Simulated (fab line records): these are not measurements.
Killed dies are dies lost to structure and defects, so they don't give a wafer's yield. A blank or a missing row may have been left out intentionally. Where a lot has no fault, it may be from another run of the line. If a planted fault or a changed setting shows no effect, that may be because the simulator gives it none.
Struck lot and sound lot, side by side / flow sky130 / 37 out of 708 route steps
Sound: the wafers L729.1, L729.2, L729.3. Struck: wafers L743.1, L743.2, L743.4. At the end, the cause is stated.
Each step with rows lists, per side, the tool, then ch with its chambers, then its first start. Under that, the readings that differ: sound wafers / struck wafers / difference of the means / sigmas: that difference in standard deviations of wafers without a fault.
alike: same words and numbers on both sides, and readings whose means sit less than 2 such deviations apart. not compared: any withheld reading, any reading some wafer has no value for, any bound like >300 that may hide the same value, and any number with overlapping values for which the record gives no deviation.
Wherever a step has rows on one side only, a row that says differs or no value, or a row with sigmas, the two part there. Numbers that don't overlap but have no deviation are shown without sigmas and don't part them. A reading missing from all wafers of one side parts the sides only when that side holds two or more wafers.

first, 10 steps without rows for these wafers: SKY_LDD_LDN_SOFTBAKE_03 (time 60 s); SKY_LDD_LDN_EXPOSE_04 (exposes mask LDNTM, target cd 700 nm); SKY_LDD_LDN_PEB_05; SKY_LDD_LDN_DEVELOP_06 (develop time 60 s); SKY_LDD_LDN_IMPLANT_08; SKY_LDD_LDN_IMPLANT_09; SKY_LDD_LDN_IMPLANT_10; SKY_LDD_LDN_IMPLANT_11; SKY_LDD_LDN_STRIP_12 (strips in O2/N2); SKY_LDD_LDN_CLEAN_14 (cleans in SC1/SC2, time 150 s).
SKY_SPACER_CVD_00: deposits Si3N4 from DCS/NH3, target thk 43.1 nm, time 740 s.
  sound on lpcvd-02 ch 1, day 24 13:08; struck on lpcvd-02 ch 0, day 29 02:16
reading=spikeTcBottomC (C); sound=786.7 787.8 788.1; struck=797.7 799.3 800.4; difference=+11.6; sigmas=+10
reading=spikeTcCentreC (C); sound=768.5 770.5 769.1; struck=780.0 779.3 776.4; difference=+9.2; sigmas=+10
reading=spikeTcLowerC (C); sound=770.6 771.6 771.4; struck=781.7 778.5 778.5; difference=+8.4; sigmas=+7
reading=spikeTcTopC (C); sound=784.6 785.1 785.5; struck=791.4 791.5 791.5; difference=+6.4; sigmas=+3
reading=spikeTcUpperC (C); sound=769.9 771.3 768.5; struck=778.5 779.0 779.4; difference=+9.1; sigmas=+9
reading=susceptorTempC (C); sound=769.3 769.6 769.6; struck=779.8 779.5 780.2; difference=+10.3; sigmas=+29
reading=model.Si3N4_of_SPACER_CVD_00.thkNm (nm); sound=42.49 42.45 42.65; struck=52.13 52.12 52.3; difference=+9.65; sigmas=
SKY_SPACER_THK_MEAS_01:
  sound on filmMetro-04, day 24 14:20; struck on filmMetro-04, day 29 03:29
reading=SPACER_CVD_00_THK (nm); sound=42.5 42.4 42.6; struck=52.1 52.1 52.3; difference=+9.7; sigmas=+26
SKY_SPACER_ETCHBACK_02: etches Si3N4 in CH3F/O2, stops on SiO2, time 46.7 s, target depth 45 nm.
  sound on rieDiel-04 ch 1,2,3, day 24 14:24; struck on rieDiel-01 ch 1,2,3, day 29 03:32
reading=oesProductAu (a.u.); sound=0.850 0.850 0.851; struck=0.960 0.948 0.950; difference=+0.102; sigmas=+17
reading=model.etch.depthNm (nm); sound=42.49 42.45 42.65; struck=52.13 52.12 52.3; difference=+9.65; sigmas=
  alike: biasW, chamberPressureMTorr, drypumpMotorCurrentA, throttleValvePct
  not compared: rfHoursCounterH
then, 22 steps without rows for these wafers: SKY_POLY_CUT_DEHYDRATE_00 (time 60 s); SKY_POLY_CUT_HMDS_01 (prime time 60 s); SKY_POLY_CUT_COAT_02 (resist thk 60 nm); SKY_POLY_CUT_COAT_03 (resist thk 450 nm); SKY_POLY_CUT_SOFTBAKE_04 (time 90 s); SKY_POLY_CUT_EXPOSE_05 (exposes mask NPCM, target cd 270 nm); SKY_POLY_CUT_PEB_06; SKY_POLY_CUT_DEVELOP_07 (develop time 60 s); SKY_POLY_CUT_ETCH_10 (etches BARC in N2/H2, stops on SiO2, time 45.9 s, target depth 60 nm); SKY_POLY_CUT_ETCH_11 (etches Si3N4 in CF4/CH2F2/Ar, stops on poly-Si, time 42.5 s, target depth 60 nm); SKY_POLY_CUT_STRIP_12 (strips in O2/N2); SKY_SD_P_DEHYDRATE_00 (time 60 s); SKY_SD_P_HMDS_01 (prime time 60 s); SKY_SD_P_COAT_02 (resist thk 1140 nm); SKY_SD_P_SOFTBAKE_03 (time 60 s); SKY_SD_P_EXPOSE_04 (exposes mask PSDM, target cd 380 nm); SKY_SD_P_PEB_05; SKY_SD_P_DEVELOP_06 (develop time 60 s); SKY_SD_P_IMPLANT_09; SKY_SD_P_STRIP_10 (strips in O2/N2); SKY_RES_XHIGH_DEHYDRATE_00 (time 60 s); SKY_RES_XHIGH_HMDS_01 (prime time 60 s).
-- the record jumps here: 5 days lie between the struck wafers' starts before and after (it left off in module RES_XHIGH and takes up again in module SALICIDE, whose first step shown is number 361 of the route) --
SKY_SALICIDE_CLEAN_00: cleans in HF-last, time 30 s.
  sound on wetBench-03 ch 1, day 29 11:22; struck on wetBench-04 ch 3, day 33 18:41
reading=model.Si3N4_of_SPACER_CVD_00.thkNm (nm); sound=41.52 41.47 41.66; struck=51.17 51.16 51.34; difference=+9.67; sigmas=
-- the record jumps here: 16 days lie between the struck wafers' starts before and after (it left off in module SALICIDE and takes up again in module PAD_OPEN, whose first step shown is number 708 of the route) --
SKY_PAD_OPEN_PROBE_99:
  sound on prober-02, day 47 04:26; struck on prober-02, day 50 00:05
reading=model.etest.pfet_01v8.rOnOhmUm; sound=2744 2854 2751; struck=3189 3205 3225; difference=+423; sigmas=
reading=model.etest.nfetG5v0d10v5.rOnOhmUm; sound=1851 1890 1855; struck=1917 1936 1939; difference=+65; sigmas=
reading=model.etest.sonosUncharged.rOnOhmUm; sound=797.1 802.2 792.3; struck=843.9 836.5 841.8; difference=+43.5; sigmas=
reading=model.etest.pfet_01v8.driveUaUm; sound=205 198.1 205.8; struck=175.4 172.6 171.1; difference=-29.9; sigmas=
reading=model.etest.pfet_01v8_hvt.driveUaUm; sound=152.1 147.7 152.3; struck=127.8 126.4 126; difference=-24.0; sigmas=
reading=model.etest.sramPfetLatch.driveUaUm; sound=153.8 149.5 154.1; struck=123 123.9 117.4; difference=-31; sigmas=
reading=model.etest.pfet_01v8_mvt.driveUaUm; sound=160.5 156.3 159.9; struck=141.5 142.6 140.7; difference=-17.3; sigmas=
reading=model.etest.pfet_01v8_lvt.driveUaUm; sound=180.3 177.8 181.2; struck=167.4 166.2 165.9; difference=-13.3; sigmas=
  alike: killed_at_M0_to_M3, killed_at_M4_up, killedAtContacts, killedAtFrontEnd, killedAtOther, killedDies, killedOpen, killedShort

== WHERE THEY PART ==
Last at SKY_SPACER_ETCHBACK_02 as far as this record goes, first at SKY_SPACER_CVD_00. Later steps at which nothing parts them and some readings are alike: SKY_PAD_OPEN_PROBE_99.

WHY: what had been put in by the simulator
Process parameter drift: lpcvd-02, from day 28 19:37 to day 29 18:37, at SKY_SPACER_CVD_00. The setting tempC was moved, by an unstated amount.
